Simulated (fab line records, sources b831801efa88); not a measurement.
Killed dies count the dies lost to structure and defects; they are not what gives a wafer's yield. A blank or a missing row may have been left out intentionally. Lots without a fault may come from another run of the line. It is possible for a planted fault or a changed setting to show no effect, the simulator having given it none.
Chamber matching :: flow sfq_line :: SFQ_TRILAYER_A5B_CMP_CMP_130 on cmp-01: 4 sister chambers
The step polishes, stops on Nb, target thk 340.7 nm. 14 wafers are shown with their chamber, then 7 later ones without.

## WAFERS PAIRED WITH THEIR CHAMBERS
wafer: L665.1
chamber: 1
motor_current_A (A): 9.4

wafer: L665.2
chamber: 2
motor_current_A (A): 9.3

wafer: L665.3
chamber: 0
motor_current_A (A): 8.4

wafer: L667.1
chamber: 1
motor_current_A (A): 8.2

wafer: L667.4
chamber: 2
motor_current_A (A): 10.3

wafer: L667.5
chamber: 1
motor_current_A (A): 8.7

wafer: L669.4
chamber: 3
motor_current_A (A): 10.6

wafer: L669.5
chamber: 1
motor_current_A (A): 9.0

wafer: L669.6
chamber: 0
motor_current_A (A): 8.3

wafer: L672.3
chamber: 0
motor_current_A (A): 8.1

wafer: L672.4
chamber: 3
motor_current_A (A): 10.2

wafer: L672.6
chamber: 2
motor_current_A (A): 9.8

wafer: L678.4
chamber: 1
motor_current_A (A): 8.8

wafer: L678.5
chamber: 3
motor_current_A (A): 9.6

SIGNATURES (averages over the wafers above)
reading: motor_current_A
chamber 0: 8.267
chamber 1: 8.820
chamber 2: 9.800
chamber 3: 10.133
scatter within a chamber: 0.427
Rule: distance of a wafer from a chamber = root of the sum over the readings of ((wafer's reading minus chamber's mean) / reading's scatter) squared. The wafer belongs to the nearest chamber; if the next one is less than 2 further off, it can't be placed. The scatter: the root of (the sum of the squares of (reading less its chamber's mean) over the shown wafers, divided by (wafers less chambers)).

## WAFERS WITHOUT THEIR CHAMBER
wafer: L678.6
motor_current_A (A): 8.0

wafer: L681.1
motor_current_A (A): 8.8

wafer: L681.5
motor_current_A (A): 9.3

wafer: L681.6
motor_current_A (A): 9.7

wafer: L683.2
motor_current_A (A): 9.7

wafer: L683.4
motor_current_A (A): 8.7

wafer: L683.5
motor_current_A (A): 7.9

## WHICH CHAMBER EACH WENT THROUGH
wafer: L678.6
from the rows above: can't be placed: 0 or 1
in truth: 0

wafer: L681.1
from the rows above: can't be placed: 1 or 0
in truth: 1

wafer: L681.5
from the rows above: can't be placed: 1 or 2 or 3 or 0
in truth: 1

wafer: L681.6
from the rows above: can't be placed: 2 or 3 or 1
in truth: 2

wafer: L683.2
from the rows above: can't be placed: 2 or 3 or 1
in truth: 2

wafer: L683.4
from the rows above: can't be placed: 1 or 0
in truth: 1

wafer: L683.5
from the rows above: can't be placed: 0 or 1
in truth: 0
Placed correctly: 0 of 7. Cannot be placed on the basis of these rows: 7; the candidates contain the true chamber in 7. Number placed wrongly: 0.
